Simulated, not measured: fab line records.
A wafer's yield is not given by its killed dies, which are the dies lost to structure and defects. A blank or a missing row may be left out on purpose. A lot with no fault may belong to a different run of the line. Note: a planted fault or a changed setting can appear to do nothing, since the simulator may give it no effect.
Matching of chambers | flow sky130 | cmp-01 running SKY_FIELD_ISO_CMP_27: 4 sister chambers
The step polishes, stops on Si3N4, t overpolish 16 s, target thk 457.8 nm. 4 wafers are shown with their chamber, then 7 later ones without.

WAFERS PAIRED WITH THEIR CHAMBERS
wafer  | chamber | motor-current-A (A)
L441.1 | 2       | 13.0
L441.2 | 1       | 14.0
L441.6 | 0       | 15.1
L442.2 | 3       | 12.1

WAFERS WITHOUT THEIR CHAMBER
wafer  | motor-current-A (A)
L442.3 | 13.9
L447.1 | 14.0
L447.2 | 13.0
L447.3 | 12.4
L451.1 | 14.2
L451.4 | 11.6
L451.6 | 13.5

EACH ONE'S CHAMBER
wafer  | from the rows above     | in truth
L442.3 | 1                       | 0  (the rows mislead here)
L447.1 | 1                       | 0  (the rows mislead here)
L447.2 | 2                       | 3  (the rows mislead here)
L447.3 | can't be placed: 3 or 2 | 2
L451.1 | 1                       | 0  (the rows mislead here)
L451.4 | 3                       | 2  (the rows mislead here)
L451.6 | can't be placed: 1 or 2 | 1
0 of 7 placed correctly. Unplaceable from these rows: 2, with the true chamber sitting among the candidates in 2. Wrongly placed: 5.
How it was worked out, from the rows above alone: a wafer's distance from a chamber is the root of the sum, over the readings, of the square of ((its reading less the chamber's mean) divided by the reading's scatter). If the next closest chamber is less than 2 further off than the closest, the wafer can't be placed; otherwise it belongs to the closest. A chamber's mean is the mean of its shown wafers. The scatter: root of mean squared gap, hidden wafer to nearest shown wafer, with one shown wafer a chamber.
